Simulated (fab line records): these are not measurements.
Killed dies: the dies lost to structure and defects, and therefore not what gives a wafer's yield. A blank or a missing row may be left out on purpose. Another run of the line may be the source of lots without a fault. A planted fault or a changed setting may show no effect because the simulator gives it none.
What tool caused it? ; flow sky130 ; 14 lots with 42 wafers sampled at 6 steps, on a route of 708 steps

## WHAT THE GAUGES SHOWED, per wafer
SKY_FIELD_ISO_THK_MEAS_23.
lot;measured;on;FIELD_ISO_OXIDATION_01_THK (nm)
L585;day 2 17:49;film metro-04;9.97 10.21 9.90
L584;day 2 17:50;film metro-02;9.91 10.04 9.94
L586;day 3 00:55;film metro-02;9.70 9.59 9.53
L587;day 3 10:53;film metro-02;9.73 9.93 9.81
L588;day 3 10:53;film metro-04;9.82 9.93 9.81
L590;day 3 21:13;film metro-02;10.01 10.12 9.96
L591;day 4 00:49;film metro-01;9.61 9.88 9.58
L592;day 4 04:52;film metro-02;9.86 9.88 9.77
L593;day 4 11:38;film metro-02;10.21 10.08 10.12
L595;day 4 21:05;film metro-02;10.22 10.31 10.23
L598;day 5 15:37;film metro-02;9.94 9.96 9.94
L599;day 5 18:08;film metro-01;9.91 9.98 9.82
L604;day 6 20:51;film metro-02;10.04 10.05 10.00
L605;day 7 06:53;film metro-01;9.84 9.83 9.71

SKY_NWELL_OVL_MEAS_23.
lot;measured;on;NWELL_01_OVL (nm)
L585;day 5 19:59;overlay-01;1.8 2.4 2.6
L584;day 5 18:44;overlay-02;-1.3 -0.5 -1.2
L586;day 6 01:52;overlay-02;1.8 1.0 0.7
L587;day 6 14:11;overlay-02;2.4 1.2 2.1
L588;day 6 15:26;overlay-02;3.1 2.7 3.5
L590;day 7 02:44;overlay-01;2.2 0.1 0.6
L591;day 7 06:54;overlay-02;2.9 2.1 2.4
L592;day 7 14:22;overlay-01;2.5 1.0 1.2
L593;day 7 18:23;overlay-02;0.0 -0.3 -0.8
L595;day 8 10:08;overlay-01;0.9 1.0 1.4
L598;day 9 04:14;overlay-02;- - -
L599;day 9 07:53;overlay-02;- - -
L604;day 10 15:35;overlay-01;1.4 0.8 -0.4
L605;day 11 11:10;overlay-01;0.3 1.5 0.6

SKY_NWELL_TW_MEAS_26.
lot;measured;on;NWELL_2_TW
L585;day 5 20:17;film metro-02;486 489 488
L584;day 5 19:01;film metro-04;504 499 502
L586;day 6 02:10;film metro-02;489 490 492
L587;day 6 14:28;film metro-04;504 504 505
L588;day 6 15:43;film metro-02;493 490 492
L590;day 7 03:03;film metro-03;499 497 498
L591;day 7 07:11;film metro-03;500 499 501
L592;day 7 14:40;film metro-04;505 505 503
L593;day 7 18:41;film metro-02;488 491 493
L595;day 8 10:34;film metro-03;503 499 504
L598;day 9 04:31;film metro-02;30 30 30
L599;day 9 08:10;film metro-03;30 30 30
L604;day 10 15:53;film metro-04;502 505 505
L605;day 11 11:27;film metro-02;494 491 493

SKY_VT_ADJUST_HVTP_CD_MEAS_07: the cd target is 380 nm.
lot;measured;on;cd nm (nm)
L585;day 6 14:28;cd sem-01;375.4 377.5 375.6
L584;day 6 14:08;cd sem-02;383.0 382.6 381.4
L586;day 6 21:31;cd sem-02;377.7 376.5 375.3
L587;day 7 10:23;cd sem-01;383.9 382.9 383.2
L588;day 7 11:51;cd sem-01;379.6 380.3 381.6
L590;day 7 23:29;cd sem-01;383.3 383.8 384.9
L591;day 8 02:41;cd sem-02;381.9 381.8 381.8
L592;day 8 11:07;cd sem-01;380.9 380.0 378.9
L593;day 8 15:19;cd sem-01;382.7 381.2 381.3
L595;day 9 08:04;cd sem-01;375.8 379.5 379.7
L598;day 10 02:04;cd sem-02;380.6 381.5 381.7
L599;day 10 05:52;cd sem-01;381.4 381.2 383.1
L604;day 11 16:21;cd sem-01;380.5 380.0 382.0
L605;day 12 11:33;cd sem-01;378.2 381.4 379.0

SKY_VT_ADJUST_HVTP_OVL_MEAS_08.
lot;measured;on;VT_ADJUST_HVTP_OVL (nm)
L585;day 6 14:35;overlay-02;-0.7 0.1 -3.0
L584;day 6 14:14;overlay-01;-0.1 0.0 0.6
L586;day 6 21:38;overlay-02;2.7 1.8 3.8
L587;day 7 10:30;overlay-01;-2.8 -3.3 -4.0
L588;day 7 11:57;overlay-01;0.3 0.4 0.8
L590;day 7 23:34;overlay-01;1.0 1.7 1.9
L591;day 8 02:47;overlay-02;0.3 0.7 -0.1
L592;day 8 11:14;overlay-02;1.0 -1.6 -0.8
L593;day 8 15:26;overlay-02;0.0 0.4 -0.9
L595;day 9 08:11;overlay-01;-0.1 -1.0 -1.0
L598;day 10 02:11;overlay-02;0.4 0.9 -1.0
L599;day 10 05:59;overlay-01;-0.6 -0.8 -0.9
L604;day 11 16:28;overlay-02;2.6 1.9 3.1
L605;day 12 11:38;overlay-01;-0.8 0.3 0.3

## TOOL THAT RAN EACH LOT (tool first, then ch and the chambers of the sampled wafers, then the start)
lot;SKY_NWELL_DEVELOP_22
L585;litho track-01 ch 0, day 5 19:00
L584;litho track-03 ch 0, day 5 18:00
L586;litho track-03 ch 0, day 6 01:00
L587;litho track-03 ch 0, day 6 14:00
L588;litho track-03 ch 0, day 6 15:00
L590;litho track-04 ch 0, day 7 02:00
L591;litho track-01 ch 0, day 7 06:00
L592;litho track-03 ch 0, day 7 14:00
L593;litho track-01 ch 0, day 7 18:00
L595;litho track-04 ch 0, day 8 09:00
L598;litho track-04 ch 0, day 9 04:00
L599;litho track-04 ch 0, day 9 07:00
L604;litho track-01 ch 0, day 10 15:00
L605;litho track-01 ch 0, day 11 11:00
- SKY_NWELL_DEVELOP_22: develop time 60 s.

## AS READ BY THE TOOLS THEMSELVES (means over the sampled wafers that have a number; for cases with no such wafer, the mark the record gives instead)
SKY_NWELL_DEVELOP_22.
lot;tool;chill plate temp C (C);developer temp C (C)
L585;litho track-01;23.04;22.99
L584;litho track-03;22.97;22.89
L586;litho track-03;22.85;23.09
L587;litho track-03;23.01;23.01
L588;litho track-03;23.06;22.97
L590;litho track-04;23.02;22.94
L591;litho track-01;23.05;23.01
L592;litho track-03;22.92;22.95
L593;litho track-01;22.95;23.07
L595;litho track-04;23.06;22.98
L598;litho track-04;23.08;22.87
L599;litho track-04;22.96;22.98
L604;litho track-01;22.98;22.94
L605;litho track-01;23.03;22.99

## THE ANSWER, worked out from the rows above alone
Rule: the lots themselves supply what counts as usual. Put in order of their means at a reading, lots are off if they are a third of the lots or fewer, leave a main group of 4 or more, and stand apart from it by a gap of 3 or more times the standard deviation of the main group's means; of several such gaps the widest counts. A main group is skipped when, at the precision printed for the reading in the tables above, its means are all equal. Also off: a lot with no number at a reading for which 4 or more lots have one. All remaining lots with rows at the step are treated as sound. The gauges are gone through in route order, then the tools' own readings, and for those a lot's mean is taken as printed above. At the first step where some lot is off, the reading lying furthest off is the one used; lots without a number count as furthest.
Off: L598, L599, seen at SKY_NWELL_OVL_MEAS_23 (NWELL_01_OVL). Without a number there: L598, L599. The main group: mean 1.2 nm, standard deviation 1.1.
A tool fits if, at a process step before that reading, it ran every lot that is off, and no sound lot after the first of them. The gauges at SKY_NWELL_OVL_MEAS_23 aren't tried: what is off there is off at SKY_NWELL_TW_MEAS_26 too, on other tools, and a gauge's error can't cause that. One fits: litho track-04 at SKY_NWELL_DEVELOP_22. Its last sound lot is L595 (day 8 09:00), its first lot that is off L598 (day 9 04:00): a fault that began between those two fits.

## WHAT HAD BEEN PUT IN BY THE SIMULATOR
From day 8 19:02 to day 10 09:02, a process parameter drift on litho track-04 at SKY_NWELL_DEVELOP_22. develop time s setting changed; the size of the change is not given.
Shown lots that were struck: L598, L599. This agrees with what the rule above found.
